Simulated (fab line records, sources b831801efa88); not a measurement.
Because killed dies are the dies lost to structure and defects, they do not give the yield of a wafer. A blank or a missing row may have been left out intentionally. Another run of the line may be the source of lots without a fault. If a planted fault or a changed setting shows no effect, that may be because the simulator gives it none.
Which tool was responsible?    flow sky130    7 lots, 21 wafers sampled, at 2 steps of a route of 708

WHAT THE GAUGES READ, wafer by wafer
SKY_VIA3_OVL_MEAS_13.
lot   measured      on          VIA3_OVL (nm)
L397  day 40 04:31  overlay-01  -4 1 -9
L400  day 41 04:12  overlay-02  -3 -3 -4
L403  day 42 04:09  overlay-02  -8 -8 -6
L408  day 43 09:35  overlay-01  4 1 7
L410  day 44 14:59  overlay-01  11 9 0
L415  day 45 13:52  overlay-02  -7 -6 -1
L417  day 45 19:12  overlay-01  2 -2 -2

WHAT TOOL EACH LOT RAN ON (gives the tool, then ch and the chambers of the sampled wafers, and finally the start)
lot   SKY_METAL3_STRIP_19
L397  plasma-asher-02 ch 0,1, day 39 02:08
L400  plasma-asher-01 ch 0,1, day 40 02:39
L403  plasma-asher-01 ch 0,1, day 41 03:18
L408  plasma-asher-03 ch 0,1, day 42 09:09
L410  plasma-asher-02 ch 0,1, day 43 15:26
L415  plasma-asher-03 ch 0,1, day 44 14:45
L417  plasma-asher-01 ch 0,1, day 44 19:59
- SKY_METAL3_STRIP_19: strips in O2/N2.

THE ANSWER, worked out from the rows above alone
Rule: usual is defined by the lots themselves. Put in order of their means at a reading, lots are off if they are a third of the lots or fewer, leave a main group of 4 or more, and stand apart from it by a gap of 3 or more times the standard deviation of the main group's means; of several such gaps the widest counts. A main group is skipped when, at the precision printed for the reading in the tables above, its means are all equal. Also off: a lot with no number at a reading for which 4 or more lots have one. All remaining lots with rows at the step are treated as sound.
No lot is off on any of the readings shown, so nothing can be concluded from this.

WHAT WAS PUT IN BY THE SIMULATOR
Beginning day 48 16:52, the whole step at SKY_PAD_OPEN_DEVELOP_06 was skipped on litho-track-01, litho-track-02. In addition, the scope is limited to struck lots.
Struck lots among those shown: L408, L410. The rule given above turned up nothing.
